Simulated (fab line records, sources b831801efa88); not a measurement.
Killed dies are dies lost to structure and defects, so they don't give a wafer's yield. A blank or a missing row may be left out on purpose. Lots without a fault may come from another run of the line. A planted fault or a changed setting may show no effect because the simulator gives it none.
Which tool did it? | flow gf180mcu | 6 lots, 18 wafers sampled, at 2 steps of a route of 602

WHAT THE GAUGES READ, wafer by wafer
GF_CONTACT_THK_MEAS_01.
lot  | measured     | on            | CONTACT_CVD_00_THK (nm)
L341 | day 16 07:51 | film_metro-01 | 300 302 297
L344 | day 17 18:41 | film_metro-04 | 301 308 305
L347 | day 18 14:06 | film_metro-04 | 294 305 294
L348 | day 18 23:23 | film_metro-02 | 296 300 308
L357 | day 22 03:35 | film_metro-04 | 257 259 249
L359 | day 22 20:22 | film_metro-04 | 297 303 296

WHICH TOOL RAN EACH LOT (tool, then ch and the chambers of the sampled wafers, then the start)
lot  | GF_CONTACT_CVD_00
L341 | hdpcvd-02 ch 1,2, day 16 07:47
L344 | hdpcvd-01 ch 1,2, day 17 18:38
L347 | hdpcvd-01 ch 0,1,2, day 18 14:03
L348 | hdpcvd-01 ch 0,1,2, day 18 23:20
L357 | hdpcvd-01 ch 0,1, day 22 03:31
L359 | hdpcvd-02 ch 0,1,2, day 22 20:19
- GF_CONTACT_CVD_00: deposits SiO2, target thk 300 nm, time 50 s.

THE ANSWER, worked out from the rows above alone
Rule: what is usual is taken from the lots themselves. Put in order of their means at a reading, lots are off if they are a third of the lots or fewer, leave a main group of 4 or more, and stand apart from it by a gap of 3 or more times the standard deviation of the main group's means; of several such gaps the widest counts. A main group whose means are all the same, to the digits that the tables above print for the reading, isn't used. A lot without any number at a reading at which 4 lots or more have one is off too. The other lots that the step has rows for count as sound.
Off: L357, at GF_CONTACT_THK_MEAS_01 (CONTACT_CVD_00_THK). The main group: mean 300 nm, standard deviation 2.5.
A tool fits if, at a process step before that reading, it ran every lot that is off, and no sound lot after the first of them. The gauges at GF_CONTACT_THK_MEAS_01 are tried like those tools. One fits: hdpcvd-01 at GF_CONTACT_CVD_00. Its last sound lot is L348 (day 18 23:20), its first lot that is off L357 (day 22 03:31): a fault that began between those two fits.

WHAT THE SIMULATOR HAD PUT IN
Process parameter drift: hdpcvd-01, from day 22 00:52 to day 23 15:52, at GF_CONTACT_CVD_00. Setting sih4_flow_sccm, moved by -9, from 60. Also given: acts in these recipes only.
Lots struck among those shown: L357. The rule above found the same.
